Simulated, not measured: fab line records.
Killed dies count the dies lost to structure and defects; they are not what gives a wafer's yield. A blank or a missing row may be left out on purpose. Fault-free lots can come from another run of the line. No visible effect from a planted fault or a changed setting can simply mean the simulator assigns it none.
The tool behind it: which one? :: flow sfq-line :: 7 lots, 21 wafers sampled, at 1 step of a route of 325

== WHAT THE GAUGES SHOWED, per wafer ==
SFQ_M0_RS_MEAS_904: uses a four-point probe to measure.
lot: L586
measured: day 6 13:19
on: film-metro-02
M0_NB_RS (ohm/sq): 0.899 0.897 0.900

lot: L589
measured: day 7 17:47
on: film-metro-03
M0_NB_RS (ohm/sq): 0.901 0.897 0.898

lot: L593
measured: day 9 14:44
on: film-metro-03
M0_NB_RS (ohm/sq): 0.888 0.897 0.890

lot: L598
measured: day 11 13:19
on: film-metro-02
M0_NB_RS (ohm/sq): 0.882 0.891 0.877

lot: L600
measured: day 11 16:55
on: film-metro-02
M0_NB_RS (ohm/sq): 0.910 0.909 0.915

lot: L606
measured: day 12 00:14
on: film-metro-04
M0_NB_RS (ohm/sq): 0.898 0.897 0.897

lot: L608
measured: day 12 02:33
on: film-metro-03
M0_NB_RS (ohm/sq): 0.889 0.893 0.887

== TOOL THAT RAN EACH LOT (tool first, then ch and the chambers of the sampled wafers, then the start) ==
The record shows no process step preceding these readings.

== THE ANSWER, worked out from the rows above alone ==
Rule: the lots themselves supply what counts as usual. Put in order of their means at a reading, lots are off if they are a third of the lots or fewer, leave a main group of 4 or more, and stand apart from it by a gap of 3 or more times the standard deviation of the main group's means; of several such gaps the widest counts. Not used: any main group whose means are identical at the precision the tables above print for the reading. A lot without any number at a reading at which 4 lots or more have one is off too. The other lots that the step has rows for count as sound.
No lot is off on any of the readings shown, so nothing can be concluded from this.

== WHAT HAD BEEN PUT IN BY THE SIMULATOR ==
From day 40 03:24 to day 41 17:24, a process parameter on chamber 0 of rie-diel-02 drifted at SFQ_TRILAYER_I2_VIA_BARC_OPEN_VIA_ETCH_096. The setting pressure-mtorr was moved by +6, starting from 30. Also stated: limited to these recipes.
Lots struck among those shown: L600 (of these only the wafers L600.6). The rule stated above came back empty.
